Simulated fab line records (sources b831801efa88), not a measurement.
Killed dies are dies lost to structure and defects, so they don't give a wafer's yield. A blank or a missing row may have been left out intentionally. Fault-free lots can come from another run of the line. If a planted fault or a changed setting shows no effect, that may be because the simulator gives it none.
Problem report in the 8D (eight disciplines) form, filled by code ; flow gf180mcu ; the parts of the form that need people (team, actions taken, sign-off) are left out

## 1. THE PROBLEM
Wafers without a fault read 131.4 s with a standard deviation of 0.42, while runLengthS at GF_STI_ETCH_14 averages 137.9 s across 2 wafers of 1 lot. Measured from the usual mean, that is +16 standard deviations.
The step: etches Si in HBr/Cl2/O2, target depth 360 nm, time 102.9 s.
First observed at day 5 17:25: wafer L453.2, on rieSi-01. The record holds 14 wafers of 5 lots with a number at this step. Rule for "out", or "out of limits": more than 4 standard deviations from the usual mean. The other wafers with a number count as sound.

## 2. WHAT IT IS, AND WHAT IT ISN'T
question;is;is not
which readings at this step;runLengthS;drypumpMotorCurrentA, oesProductAu, rfFwdPowerW, throttleValvePct
which lots;L453;L440, L441, L458, L459
which wafers of those lots;all that have a number;-
read on which tools;rieSi-01;rieSi-02
when;from day 5 17:25;"up to then (6 sound wafers); but 6 sound wafers of L458, L459 came after"

## 3. SUSPECTS, AND WHAT RULES EACH OUT
Counting: a tool at any process step up to the reading remains a suspect when it ran all the lots that are out and ran no sound lot after the first of those.
- rieDiel-04 at GF_STI_ETCH_13 (etches the open film in CHF3/O2, stops on Si, target depth 282.31 nm, time 112.9 s): kept. It ran the lot that is out, L453 (day 5 17:20), and no sound lot after that.
- rieSi-01 at GF_STI_ETCH_14 (etches Si in HBr/Cl2/O2, target depth 360 nm, time 102.9 s): kept. It ran the lot that is out, L453 (day 5 17:25), and no sound lot after that; its last sound lot up to then is L440 (day 2 21:19). Out on those wafers are its own readings of runLengthS.
The count leaves rieSi-01 at GF_STI_ETCH_14 and rieDiel-04 at GF_STI_ETCH_13.

## 4. THE CAUSE (what the simulator had put in)
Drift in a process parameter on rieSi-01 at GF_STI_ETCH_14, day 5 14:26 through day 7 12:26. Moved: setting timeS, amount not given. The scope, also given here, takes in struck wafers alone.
Counting left 2 suspects, and this tool is among them.

## 5. THE EFFECT CHAIN, in route order
Each row: a reading whose mean over the struck wafers that have a number lies more than 3 standard deviations from the usual. Only readings whose record carries a usual standard deviation are examined. hours: median over the lots of the time between each lot's start at the first step of this table that gives one and its start at this step. sigmas: the change, counted in usual standard deviations.
hours;step;reading;usual;on struck wafers;change;sigmas
0;GF_STI_ETCH_14;runLengthS;131.4 s;137.9;+6.5;+16
Its process steps:
- GF_STI_ETCH_14: etches Si in HBr/Cl2/O2, target depth 360 nm, time 102.9 s.

## 6. HOW IT WOULD HAVE BEEN CAUGHT EARLIER
First out-of-limits reading in this record: day 5 17:25, which is 3 hours after fault onset at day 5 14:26.
